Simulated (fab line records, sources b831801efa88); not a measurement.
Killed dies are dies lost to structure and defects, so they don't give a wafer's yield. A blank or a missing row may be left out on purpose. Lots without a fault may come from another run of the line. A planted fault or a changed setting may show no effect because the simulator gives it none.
Problem report in the 8D (eight disciplines) form, filled by code | flow gf180mcu | the parts of the form that need people (team, actions taken, sign-off) are left out

1. THE PROBLEM
beam_energy_keV at GF_NWELL_IMPLANT_08 reads a mean of 469.13 on 6 wafers of 2 lots; wafers without a fault read 450.00 with a standard deviation of 0.14. That is +99 or more standard deviations from the usual mean.
First seen on wafer L866.2, day 6 00:31, on implanter-04. The record holds 42 wafers of 14 lots with a number at this step. Rule for "out", or "out of limits": more than 4 standard deviations from the usual mean. The other wafers with a number count as sound.

2. WHAT IT IS AND WHAT IT IS NOT
question                    | is                     | is not
which readings at this step | beam_energy_keV        | dose_ions_cm2
which lots                  | L866, L869             | L854, L855, L856, L857, L858, L859, L860, L864, L868, L875, L876, L877
which wafers of those lots  | all that have a number | -
read on which tools         | implanter-04           | implanter-01, implanter-03
when                        | from day 6 00:31       | up to then (24 sound wafers); but 12 sound wafers of L868, L875, L876, L877 came after

3. SUSPECTS, AND WHAT RULES EACH OUT
Counting: a tool at a process step up to the reading stays a suspect if it ran every lot that is out and no sound lot after the first of them.
- implanter-04 at GF_NWELL_IMPLANT_08: kept. It ran every lot that is out, first L866 (day 6 00:31), and no sound lot after that; its last sound lot up to then is L860 (day 4 16:34). Its own readings are out on those wafers: beam_energy_keV.
Left after counting: implanter-04 at GF_NWELL_IMPLANT_08.

4. THE CAUSE (what the simulator had put in)
Process parameter drift: implanter-04, from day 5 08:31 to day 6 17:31, at GF_NWELL_IMPLANT_08. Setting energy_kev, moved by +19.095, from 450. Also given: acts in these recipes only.
Counting left only this tool.

5. THE CHAIN OF EFFECTS, in route order
Each row: a reading whose mean over the struck wafers that have a number lies more than 3 standard deviations from the usual. Only readings for which the record gives a usual standard deviation are gone through. hours: the time from each lot's start at the first step in this table that gives one to its start at this step, as a median over the lots. sigmas: the change in usual standard deviations.
hours | step                | reading         | usual  | on struck wafers | change | sigmas
0     | GF_NWELL_IMPLANT_08 | beam_energy_keV | 450.00 | 469.13           | +19.13 | +99 or more
The process steps in it:
- GF_NWELL_IMPLANT_08
Later measuring or inspecting steps at which every struck wafer that the step has a row for has a number for every such reading, and none has moved that far: GF_MVSD_OVL_MEAS_07, GF_VT_IMPLANT_OVL_MEAS_29, GF_POLY_GATE_THK_MEAS_17.

6. WHAT WOULD HAVE CAUGHT IT SOONER
In this record the first reading out of limits was taken at day 6 00:31, 16 hours after the fault began at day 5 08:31.
